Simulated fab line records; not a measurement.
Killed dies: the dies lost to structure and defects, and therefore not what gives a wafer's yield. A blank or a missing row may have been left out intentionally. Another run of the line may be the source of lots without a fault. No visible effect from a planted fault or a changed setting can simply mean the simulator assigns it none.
Which tool is to blame? | flow gf180mcu | 39 wafers from 13 lots sampled at 5 of the route's 602 steps

WHAT THE GAUGES SHOWED, per wafer
GF_V1_THK_MEAS_25: measures by xrf.
lot  | measured     | on           | V1_W_THK (nm)
L355 | day 18 09:56 | filmMetro-01 | 356 362 360
L356 | day 18 11:13 | filmMetro-02 | 358 356 355
L357 | day 18 20:26 | filmMetro-01 | 359 358 356
L358 | day 19 07:16 | filmMetro-01 | 362 357 355
L360 | day 19 22:23 | filmMetro-01 | 367 358 365
L362 | day 20 17:17 | filmMetro-02 | 358 347 359
L361 | day 20 19:56 | filmMetro-01 | 362 361 362
L363 | day 20 22:20 | filmMetro-01 | 365 355 355
L364 | day 21 13:33 | filmMetro-01 | 362 360 359
L366 | day 22 08:46 | filmMetro-01 | 368 356 366
L367 | day 22 16:34 | filmMetro-02 | 356 356 349
L368 | day 22 20:43 | filmMetro-02 | 349 352 346
L377 | day 25 19:30 | filmMetro-01 | 355 352 350

GF_M3_RS_MEAS_05: the measuring method here is four-point-probe.
lot  | measured     | on           | M3_ALCU_RS (ohm/sq)
L355 | day 20 12:55 | filmMetro-04 | 0.0699 0.0692 0.0688
L356 | day 20 15:10 | filmMetro-03 | 0.0706 0.0708 0.0708
L357 | day 21 00:21 | filmMetro-01 | 0.0696 0.0696 0.0696
L358 | day 21 10:54 | filmMetro-01 | 0.0698 0.0698 0.0696
L360 | day 22 02:20 | filmMetro-01 | 0.0684 0.0688 0.0693
L362 | day 22 20:00 | filmMetro-03 | 0.0692 0.0693 0.0693
L361 | day 22 22:47 | filmMetro-03 | 0.0687 0.0684 0.0685
L363 | day 23 01:16 | filmMetro-03 | 0.0704 0.0698 0.0695
L364 | day 23 15:16 | filmMetro-01 | 0.0686 0.0686 0.0687
L366 | day 24 08:56 | filmMetro-01 | 0.0697 0.0694 0.0699
L367 | day 24 17:32 | filmMetro-01 | 0.0689 0.0700 0.0695
L368 | day 24 20:58 | filmMetro-01 | 0.0690 0.0685 0.0691
L377 | day 27 16:26 | filmMetro-01 | 0.0690 0.0689 0.0686

GF_V3_THK_MEAS_01.
lot  | measured     | on           | V3_CVD_00_THK (nm)
L355 | day 21 14:10 | filmMetro-03 | 607 612 610
L356 | day 21 16:04 | filmMetro-03 | 596 601 595
L357 | day 22 00:47 | filmMetro-03 | 598 595 604
L358 | day 22 11:19 | filmMetro-01 | 590 604 595
L360 | day 23 02:35 | filmMetro-02 | 605 593 603
L362 | day 23 19:31 | filmMetro-02 | 602 604 597
L361 | day 23 21:58 | filmMetro-01 | 612 607 597
L363 | day 24 00:29 | filmMetro-01 | 603 594 598
L364 | day 24 13:46 | filmMetro-01 | 591 608 599
L366 | day 25 07:41 | filmMetro-01 | 586 590 600
L367 | day 25 14:56 | filmMetro-02 | 597 593 608
L368 | day 25 19:05 | filmMetro-01 | 600 600 594
L377 | day 28 13:05 | filmMetro-02 | 287 593 597

WHICH TOOL RAN EACH LOT (tool, then ch and the chambers of the sampled wafers, then the start)
lot  | GF_V2_CVD_02                    | GF_V3_CVD_00
L355 | pecvd-03 ch 0,2, day 19 10:34   | hdpcvd-02 ch 1,2, day 21 14:05
L356 | pecvd-03 ch 0,1,2, day 19 12:19 | hdpcvd-01 ch 0,2, day 21 15:58
L357 | pecvd-02 ch 0,2, day 19 22:13   | hdpcvd-02 ch 0,1,2, day 22 00:43
L358 | pecvd-01 ch 0, day 20 09:22     | hdpcvd-02 ch 0,1, day 22 11:14
L360 | pecvd-02 ch 0,2, day 21 00:01   | hdpcvd-02 ch 1,2, day 23 02:29
L362 | pecvd-03 ch 0,1, day 21 18:40   | hdpcvd-02 ch 0,2, day 23 19:26
L361 | pecvd-02 ch 0,1,2, day 21 21:41 | hdpcvd-02 ch 0,1,2, day 23 21:53
L363 | pecvd-01 ch 0,1, day 22 00:04   | hdpcvd-02 ch 0,1, day 24 00:23
L364 | pecvd-01 ch 1,2, day 22 14:35   | hdpcvd-02 ch 0,1, day 24 13:41
L366 | pecvd-03 ch 0,1, day 23 08:56   | hdpcvd-02 ch 0,1,2, day 25 07:35
L367 | pecvd-02 ch 0,2, day 23 17:35   | hdpcvd-01 ch 0,1, day 25 14:52
L368 | pecvd-02 ch 0,1,2, day 23 20:47 | hdpcvd-01 ch 0,1,2, day 25 19:01
L377 | pecvd-02 ch 0,1, day 26 17:33   | hdpcvd-02 ch 0,1,2, day 28 13:00
- GF_V2_CVD_02: deposits SiO2 from TEOS, target thk 850 nm, time 94.851 s.
- GF_V3_CVD_00: deposits SiO2, target thk 600 nm, time 100 s.

AS READ BY THE TOOLS THEMSELVES (means over the sampled wafers that have a number; for cases with no such wafer, the mark the record gives instead)
GF_V2_CVD_02.
lot  | tool     | heaterPowerW (W)
L355 | pecvd-03 | 641
L356 | pecvd-03 | 630
L357 | pecvd-02 | 693
L358 | pecvd-01 | 561
L360 | pecvd-02 | 670
L362 | pecvd-03 | 649
L361 | pecvd-02 | 622
L363 | pecvd-01 | 608
L364 | pecvd-01 | 741
L366 | pecvd-03 | 621
L367 | pecvd-02 | 689
L368 | pecvd-02 | 639
L377 | pecvd-02 | 595

GF_V3_CVD_00.
lot  | tool      | sih4FlowSccm (sccm)
L355 | hdpcvd-02 | 60.07
L356 | hdpcvd-01 | 59.95
L357 | hdpcvd-02 | 59.94
L358 | hdpcvd-02 | 60.00
L360 | hdpcvd-02 | 59.85
L362 | hdpcvd-02 | 60.03
L361 | hdpcvd-02 | 59.79
L363 | hdpcvd-02 | 59.92
L364 | hdpcvd-02 | 60.23
L366 | hdpcvd-02 | 59.96
L367 | hdpcvd-01 | 59.99
L368 | hdpcvd-01 | 60.11
L377 | hdpcvd-02 | 50.12

THE ANSWER, worked out from the rows above alone
Rule: usual is defined by the lots themselves. Put in order of their means at a reading, lots are off if they are a third of the lots or fewer, leave a main group of 4 or more, and stand apart from it by a gap of 3 or more times the standard deviation of the main group's means; of several such gaps the widest counts. If all means in a main group match to the digits the tables above print for the reading, that group is not used. A lot without any number at a reading at which 4 lots or more have one is off too. Any other lot the step has rows for is counted as sound. Order of review: gauges by route order, followed by the tools' own readings, for which a lot's mean as printed above is used. The first step at which some lot is off is used, and at that step the reading that is off furthest; a lot without a number counts as furthest.
Off: at GF_V3_THK_MEAS_01 (V3_CVD_00_THK), L377. The main group: mean 600 nm, standard deviation 4.2.
If a tool, at a process step before that reading, ran all the lots that are off and no sound lot after the first of them, it fits. The gauges at GF_V3_THK_MEAS_01 aren't tried: what is off there is off at GF_V3_CVD_00 too, on other tools, and a gauge's error can't cause that. Can't be told from this: 2 tools fit, pecvd-02 at GF_V2_CVD_02, hdpcvd-02 at GF_V3_CVD_00.

WHAT THE SIMULATOR HAD PUT IN
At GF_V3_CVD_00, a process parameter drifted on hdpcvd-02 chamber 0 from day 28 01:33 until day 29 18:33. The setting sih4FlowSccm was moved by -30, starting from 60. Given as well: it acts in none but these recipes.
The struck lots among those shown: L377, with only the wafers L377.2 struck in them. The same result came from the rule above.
